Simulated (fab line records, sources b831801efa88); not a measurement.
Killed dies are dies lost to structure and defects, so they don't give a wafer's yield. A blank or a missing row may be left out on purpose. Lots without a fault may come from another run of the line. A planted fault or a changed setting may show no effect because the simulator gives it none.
Which tool did it? | flow sky130 | 10 lots, 30 wafers sampled, at 5 steps of a route of 708

WHAT THE GAUGES READ, wafer by wafer
SKY_VIA4_RS_MEAS_19: measures by four-point-probe. Usual: VIA4_W_RS 0.2253 ohm/sq, standard deviation 0.0021.
lot  | measured     | on            | VIA4_W_RS (ohm/sq)   | flag
L178 | day 42 20:48 | film_metro-03 | 0.2276 0.2285 0.2272 |
L179 | day 43 07:22 | film_metro-01 | 0.2245 0.2227 0.2249 |
L180 | day 43 14:40 | film_metro-02 | 0.2244 0.2240 0.2249 |
L183 | day 44 08:07 | film_metro-03 | 0.2243 0.2252 0.2276 |
L189 | day 45 23:50 | film_metro-03 | 0.2234 0.2246 0.2259 |
L190 | day 46 07:08 | film_metro-01 | 0.2245 0.2228 0.2237 |
L192 | day 46 16:32 | film_metro-02 | 0.2254 0.2234 0.2284 |
L193 | day 46 23:19 | film_metro-03 | 0.2263 0.2245 0.2265 |
L195 | day 47 14:49 | film_metro-03 | 0.2263 0.2226 0.2243 |
L200 | day 48 16:15 | film_metro-03 | 0.2225 0.2210 0.2240 |

WHICH TOOL RAN EACH LOT (tool, then ch and the chambers of the sampled wafers, then the start)
lot  | SKY_CAPM_SPUTTER_02          | SKY_CAP2M_STRIP_14                   | SKY_METAL4_METAL_ETCH_18          | SKY_METAL4_STRIP_19
L178 | pvd_sputter-04, day 36 06:02 | plasma_asher-03 ch 0,1, day 40 17:45 | rie_metal-04 ch 1, day 41 19:19   | plasma_asher-04 ch 0,1, day 41 19:30
L179 | pvd_sputter-02, day 36 21:18 | plasma_asher-03 ch 0,1, day 41 05:35 | rie_metal-02 ch 1, day 42 05:55   | plasma_asher-04 ch 0,1, day 42 06:16
L180 | pvd_sputter-04, day 37 03:14 | plasma_asher-03 ch 0,1, day 41 12:34 | rie_metal-04 ch 1, day 42 13:25   | plasma_asher-01 ch 0, day 42 13:35
L183 | pvd_sputter-02, day 38 03:08 | plasma_asher-02 ch 0,1, day 42 07:33 | rie_metal-02 ch 0,1, day 43 07:47 | plasma_asher-03 ch 0,1, day 43 07:58
L189 | pvd_sputter-02, day 39 23:20 | plasma_asher-03 ch 0,1, day 44 01:10 | rie_metal-02 ch 0,1, day 45 00:22 | plasma_asher-01 ch 0,1, day 45 00:32
L190 | pvd_sputter-03, day 40 09:08 | plasma_asher-01 ch 0,1, day 44 09:14 | rie_metal-02 ch 0,1, day 45 08:08 | plasma_asher-03 ch 0,1, day 45 08:19
L192 | pvd_sputter-02, day 40 16:50 | plasma_asher-03 ch 0, day 44 18:42   | rie_metal-01 ch 0,1, day 45 17:25 | plasma_asher-01 ch 0, day 45 17:35
L193 | pvd_sputter-03, day 41 01:47 | plasma_asher-01 ch 0,1, day 45 03:13 | rie_metal-01 ch 1, day 46 01:13   | plasma_asher-01 ch 0,1, day 46 01:23
L195 | pvd_sputter-03, day 41 18:45 | plasma_asher-01 ch 0,1, day 45 18:02 | rie_metal-01 ch 0,1, day 46 15:52 | plasma_asher-03 ch 0,1, day 46 16:02
L200 | pvd_sputter-03, day 43 03:26 | plasma_asher-03 ch 0,1, day 46 22:32 | rie_metal-01 ch 0, day 47 19:13   | plasma_asher-03 ch 0,1, day 47 19:34
- SKY_CAPM_SPUTTER_02: material TiN, target thk 200 nm, time 166.7 s.
- SKY_CAP2M_STRIP_14: strips in O2/N2.
- SKY_METAL4_METAL_ETCH_18: etches the open film in Cl2/BCl3, stops on SiO2, target depth 845 nm, time 183.1 s.
- SKY_METAL4_STRIP_19: strips in O2/N2.

WHAT THE TOOLS THEMSELVES READ (means of the sampled wafers that have a number; where no wafer has one, the mark that the record gives instead)
SKY_CAPM_SPUTTER_02. Usual: throttle_valve_pct 30.2 %, standard deviation 0.72.
lot  | tool           | throttle_valve_pct (%) | flag
L178 | pvd_sputter-04 | 29.1                   |
L179 | pvd_sputter-02 | 31.5                   |
L180 | pvd_sputter-04 | 29.6                   |
L183 | pvd_sputter-02 | 31.5                   |
L189 | pvd_sputter-02 | 30.6                   |
L190 | pvd_sputter-03 | 30.3                   |
L192 | pvd_sputter-02 | 31.0                   |
L193 | pvd_sputter-03 | 30.1                   |
L195 | pvd_sputter-03 | 29.9                   |
L200 | pvd_sputter-03 | 29.9                   |

SKY_CAP2M_STRIP_14. Usual: drypump_motor_current_A 5.4 A, standard deviation 0.38; oes_product_au 0.710 a.u., standard deviation 0.0045; strip_time_to_endpoint_s 12.64 s, standard deviation 0.04.
lot  | tool            | drypump_motor_current_A (A) | oes_product_au (a.u.) | strip_time_to_endpoint_s (s) | flag
L178 | plasma_asher-03 | 5.5                         | 0.712                 | 12.68                        |
L179 | plasma_asher-03 | 5.4                         | 0.710                 | 12.67                        |
L180 | plasma_asher-03 | 5.5                         | 0.711                 | 12.69                        |
L183 | plasma_asher-02 | 5.8                         | 0.714                 | 12.60                        |
L189 | plasma_asher-03 | 5.4                         | 0.710                 | 12.62                        |
L190 | plasma_asher-01 | 5.0                         | 0.710                 | 12.62                        |
L192 | plasma_asher-03 | 5.5                         | 0.710                 | 12.72                        |
L193 | plasma_asher-01 | 5.0                         | 0.710                 | 12.59                        |
L195 | plasma_asher-01 | 5.0                         | 0.711                 | 12.62                        |
L200 | plasma_asher-03 | 5.5                         | 0.708                 | 12.58                        |

SKY_METAL4_METAL_ETCH_18. Usual: drypump_motor_current_A 5.4 A, standard deviation 0.46; oes_product_au 0.865 a.u., standard deviation 0.0066; throttle_valve_pct 22.264 %, standard deviation 0.01.
lot  | tool         | drypump_motor_current_A (A) | oes_product_au (a.u.) | throttle_valve_pct (%) | flag
L178 | rie_metal-04 | 4.7                         | 0.860                 | 22.262                 |
L179 | rie_metal-02 | 5.9                         | 0.866                 | 22.271                 |
L180 | rie_metal-04 | 4.6                         | 0.861                 | 22.267                 |
L183 | rie_metal-02 | 5.5                         | 0.870                 | 22.264                 |
L189 | rie_metal-02 | 5.5                         | 0.823                 | 22.265                 | OFF
L190 | rie_metal-02 | 5.5                         | 0.819                 | 22.267                 | OFF
L192 | rie_metal-01 | 5.6                         | 0.874                 | 22.268                 |
L193 | rie_metal-01 | 5.0                         | 0.871                 | 22.261                 |
L195 | rie_metal-01 | 5.7                         | 0.867                 | 22.262                 |
L200 | rie_metal-01 | 5.9                         | 0.857                 | 22.268                 |

SKY_METAL4_STRIP_19. Usual: drypump_motor_current_A 5.3 A, standard deviation 0.36; oes_product_au 0.501 a.u., standard deviation 0.0054; strip_time_to_endpoint_s 6.50 s, standard deviation 0.073.
lot  | tool            | drypump_motor_current_A (A) | oes_product_au (a.u.) | strip_time_to_endpoint_s (s) | flag
L178 | plasma_asher-04 | 5.5                         | 0.507                 | 6.52                         |
L179 | plasma_asher-04 | 5.5                         | 0.499                 | 6.51                         |
L180 | plasma_asher-01 | 4.9                         | 0.503                 | 6.47                         |
L183 | plasma_asher-03 | 5.4                         | 0.497                 | 6.46                         |
L189 | plasma_asher-01 | 5.0                         | 0.481                 | 6.03                         | OFF
L190 | plasma_asher-03 | 5.4                         | 0.474                 | 5.86                         | OFF
L192 | plasma_asher-01 | 4.9                         | 0.501                 | 6.55                         |
L193 | plasma_asher-01 | 5.0                         | 0.502                 | 6.52                         |
L195 | plasma_asher-03 | 5.5                         | 0.499                 | 6.45                         |
L200 | plasma_asher-03 | 5.4                         | 0.495                 | 6.44                         |

THE ANSWER, worked out from the rows above alone
Rule: a lot is off if the mean of its wafers that have a number lies more than 3 standard deviations from the usual mean. A lot without any number at a reading at which 4 lots or more have one is off too. The other lots that the step has rows for count as sound. The gauges are gone through in route order, then the tools' own readings, and for those a lot's mean is taken as printed above. The first step at which some lot is off is used, and at that step the reading that is off furthest; a lot without a number counts as furthest.
Off: L189, L190, at SKY_METAL4_METAL_ETCH_18 (oes_product_au).
A tool fits if, at that step or a process step before it, it ran every lot that is off, and no sound lot after the first of them. One fits: rie_metal-02 at SKY_METAL4_METAL_ETCH_18. Its last sound lot is L183 (day 43 07:47), its first lot that is off L189 (day 45 00:22): a fault that began between those two fits.
The tool's own readings at SKY_METAL4_METAL_ETCH_18 bear it out: on the lots that are off they differ by more than 5 times the standard deviation of the sound lots' means. oes_product_au reads 0.821 a.u. there against 0.866 a.u. on the sound lots.

WHAT THE SIMULATOR HAD PUT IN
Process parameter drift: rie_metal-02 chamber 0, from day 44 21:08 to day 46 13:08, at SKY_METAL4_METAL_ETCH_18. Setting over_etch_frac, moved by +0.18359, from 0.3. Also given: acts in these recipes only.
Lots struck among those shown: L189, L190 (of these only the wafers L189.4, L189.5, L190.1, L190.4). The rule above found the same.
